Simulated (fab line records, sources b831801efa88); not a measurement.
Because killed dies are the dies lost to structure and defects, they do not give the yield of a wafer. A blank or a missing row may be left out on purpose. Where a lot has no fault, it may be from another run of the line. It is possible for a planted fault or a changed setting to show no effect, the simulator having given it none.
Which tool did it?    flow gf180mcu    14 lots with 42 wafers sampled at 4 steps, on a route of 602 steps

== WHAT EACH GAUGE READ, for each wafer ==
GF_V1_BOW_MEAS_05. Usual: V1_BOW typically reads 83 um, with standard deviation 7.7.
lot   measured      on             V1_BOW (um)  flag
L701  day 17 03:00  film_metro-04  91 82 80     
L702  day 17 13:03  film_metro-02  79 94 91     
L707  day 19 12:25  film_metro-04  92 83 80     
L708  day 19 17:57  film_metro-03  83 72 87     
L710  day 20 15:16  film_metro-04  86 93 95     
L711  day 21 00:13  film_metro-04  75 85 90     
L712  day 21 10:38  film_metro-02  74 67 72     
L714  day 22 02:47  film_metro-03  97 85 83     
L715  day 22 09:28  film_metro-04  74 93 78     
L717  day 23 03:19  film_metro-04  81 82 82     
L718  day 23 07:04  film_metro-02  75 76 75     
L721  day 24 09:10  film_metro-04  92 96 90     
L723  day 24 22:45  film_metro-03  82 90 87     
L724  day 25 03:16  film_metro-02  95 84 79     

GF_V2_THK_MEAS_03. Usual: V2_CVD_02_THK typically reads 851 nm, with standard deviation 10.
lot   measured      on             V2_CVD_02_THK (nm)  flag
L701  day 19 04:35  film_metro-02  840 835 856         
L702  day 19 15:33  film_metro-01  840 849 845         
L707  day 21 15:22  film_metro-01  854 852 859         
L708  day 21 19:19  film_metro-03  847 837 850         
L710  day 22 17:23  film_metro-03  837 845 848         
L711  day 23 02:18  film_metro-03  854 853 853         
L712  day 23 12:18  film_metro-03  848 857 865         
L714  day 24 03:39  film_metro-01  846 851 850         
L715  day 24 09:23  film_metro-03  858 856 866         
L717  day 25 02:53  film_metro-02  843 818 844         
L718  day 25 05:52  film_metro-02  849 858 857         
L721  day 26 05:52  film_metro-03  853 856 854         
L723  day 26 20:00  film_metro-01  858 849 857         
L724  day 26 23:49  film_metro-03  865 873 864         

GF_V2_OVL_MEAS_15. Usual: V2_OVL typically reads -3 nm, with standard deviation 6.6.
lot   measured      on          V2_OVL (nm)  flag
L701  day 20 05:43  overlay-02  5 1 4        
L702  day 20 15:41  overlay-02  -2 3 2       
L707  day 22 15:13  overlay-01  -3 -8 -5     
L708  day 22 19:37  overlay-01  7 8 15       
L710  day 23 16:25  overlay-01  -7 -8 -3     
L711  day 24 01:43  overlay-01  -5 3 -4      
L712  day 24 11:23  overlay-02  -5 5 10      
L714  day 25 02:16  overlay-01  -1 -3 -12    
L715  day 25 07:44  overlay-02  0 7 9        
L717  day 26 00:56  overlay-01  -9 5 -9      
L718  day 26 04:06  overlay-01  -3 -1 4      
L721  day 27 02:28  overlay-01  -6 4 -3      
L723  day 27 17:00  overlay-01  -14 -17 -16  
L724  day 27 19:58  overlay-02  3 -9 -2      

== EACH LOT AND THE TOOL THAT RAN IT (in order: tool; ch and the chambers of the sampled wafers; start) ==
lot   GF_NWELL_IMPLANT_09
L701  implanter-03 ch 0, day 3 08:22
L702  implanter-01 ch 0, day 3 16:08
L707  implanter-01 ch 0, day 4 16:32
L708  implanter-04 ch 0, day 4 21:19
L710  implanter-01 ch 0, day 5 07:13
L711  implanter-03 ch 0, day 5 14:08
L712  implanter-03 ch 0, day 5 22:31
L714  implanter-04 ch 0, day 6 07:22
L715  implanter-01 ch 0, day 6 11:47
L717  implanter-01 ch 0, day 7 00:13
L718  implanter-03 ch 0, day 7 04:20
L721  implanter-03 ch 0, day 7 22:17
L723  implanter-04 ch 0, day 8 06:34
L724  implanter-04 ch 0, day 8 12:37
- GF_NWELL_IMPLANT_09

== AS READ BY THE TOOLS THEMSELVES (means over the sampled wafers that have a number; for cases with no such wafer, the mark the record gives instead) ==
GF_NWELL_IMPLANT_09. Usual: 160.00 for beam_energy_keV, sd 0.053.
lot   tool          beam_energy_keV  flag
L701  implanter-03  159.94           
L702  implanter-01  160.00           
L707  implanter-01  160.02           
L708  implanter-04  160.04           
L710  implanter-01  160.07           
L711  implanter-03  160.02           
L712  implanter-03  159.99           
L714  implanter-04  160.02           
L715  implanter-01  159.98           
L717  implanter-01  160.04           
L718  implanter-03  143.71           OFF
L721  implanter-03  143.62           OFF
L723  implanter-04  160.07           
L724  implanter-04  159.91           

== THE ANSWER, worked out from the rows above alone ==
Rule: a lot counts as off when the mean over its wafers that have a number is more than 3 standard deviations away from the usual mean. Also off: a lot with no number at a reading for which 4 or more lots have one. Where the step has rows for the other lots, those lots are counted as sound. First the gauges in route order, then the tools' own readings, where a lot's mean is used as printed above. At the first step where some lot is off, the reading lying furthest off is the one used; lots without a number count as furthest.
Off: L718, L721 (GF_NWELL_IMPLANT_09, beam_energy_keV).
A tool fits if, at that step or a process step before it, it ran every lot that is off, and no sound lot after the first of them. One candidate fits, namely implanter-03 at GF_NWELL_IMPLANT_09. A fault onset in the window from L712 (day 5 22:31, its last sound lot) to L718 (day 7 04:20, its first lot off) fits.
On the lots that are off, the tool's own readings at GF_NWELL_IMPLANT_09 differ by more than 5 times the standard deviation of the sound lots' means, which bears it out; beam_energy_keV reads 143.67 there versus 160.01 on the sound lots.

== WHAT THE SIMULATOR HAD PUT IN ==
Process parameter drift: implanter-03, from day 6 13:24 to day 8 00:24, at GF_NWELL_IMPLANT_09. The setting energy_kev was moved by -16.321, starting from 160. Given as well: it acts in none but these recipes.
Shown lots that were struck: L718, L721. The rule given above showed the same thing.
